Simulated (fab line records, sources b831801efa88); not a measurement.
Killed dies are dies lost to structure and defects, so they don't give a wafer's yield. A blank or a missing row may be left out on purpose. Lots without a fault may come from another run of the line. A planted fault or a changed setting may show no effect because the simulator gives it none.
Which tool did it? | flow gf180mcu | 11 lots, 33 wafers sampled, at 2 steps of a route of 602

WHAT THE GAUGES READ, wafer by wafer
GF_V4_THK_MEAS_25: measures by xrf.
lot  | measured     | on            | V4_W_THK (nm)
L725 | day 25 05:20 | film_metro-04 | 357 361 362
L726 | day 25 06:01 | film_metro-03 | 360 354 354
L729 | day 26 04:36 | film_metro-01 | 351 358 353
L730 | day 26 14:02 | film_metro-03 | 352 354 359
L731 | day 26 23:57 | film_metro-04 | 354 356 355
L732 | day 27 00:26 | film_metro-03 | 362 353 357
L735 | day 28 03:17 | film_metro-01 | 355 360 363
L742 | day 30 04:44 | film_metro-03 | 366 367 369
L743 | day 30 11:04 | film_metro-03 | 357 365 361
L746 | day 31 02:41 | film_metro-04 | 345 352 354
L747 | day 31 09:52 | film_metro-01 | 363 349 361

WHICH TOOL RAN EACH LOT (tool, then ch and the chambers of the sampled wafers, then the start)
lot  | GF_V4_SPUTTER_21
L725 | pvd_sputter-01, day 25 05:00
L726 | pvd_sputter-02, day 25 05:41
L729 | pvd_sputter-02, day 26 04:15
L730 | pvd_sputter-03, day 26 13:42
L731 | pvd_sputter-03, day 26 23:37
L732 | pvd_sputter-02, day 27 00:05
L735 | pvd_sputter-02, day 28 02:57
L742 | pvd_sputter-03, day 30 04:16
L743 | pvd_sputter-01, day 30 10:44
L746 | pvd_sputter-03, day 31 02:20
L747 | pvd_sputter-03, day 31 09:32
- GF_V4_SPUTTER_21: material Ti, target thk 15 nm, time 80.02 s.

THE ANSWER, worked out from the rows above alone
Rule: what is usual is taken from the lots themselves. Put in order of their means at a reading, lots are off if they are a third of the lots or fewer, leave a main group of 4 or more, and stand apart from it by a gap of 3 or more times the standard deviation of the main group's means; of several such gaps the widest counts. A main group whose means are all the same, to the digits that the tables above print for the reading, isn't used. A lot without any number at a reading at which 4 lots or more have one is off too. The other lots that the step has rows for count as sound.
No lot is off at any reading shown: from this, nothing can be told.

WHAT THE SIMULATOR HAD PUT IN
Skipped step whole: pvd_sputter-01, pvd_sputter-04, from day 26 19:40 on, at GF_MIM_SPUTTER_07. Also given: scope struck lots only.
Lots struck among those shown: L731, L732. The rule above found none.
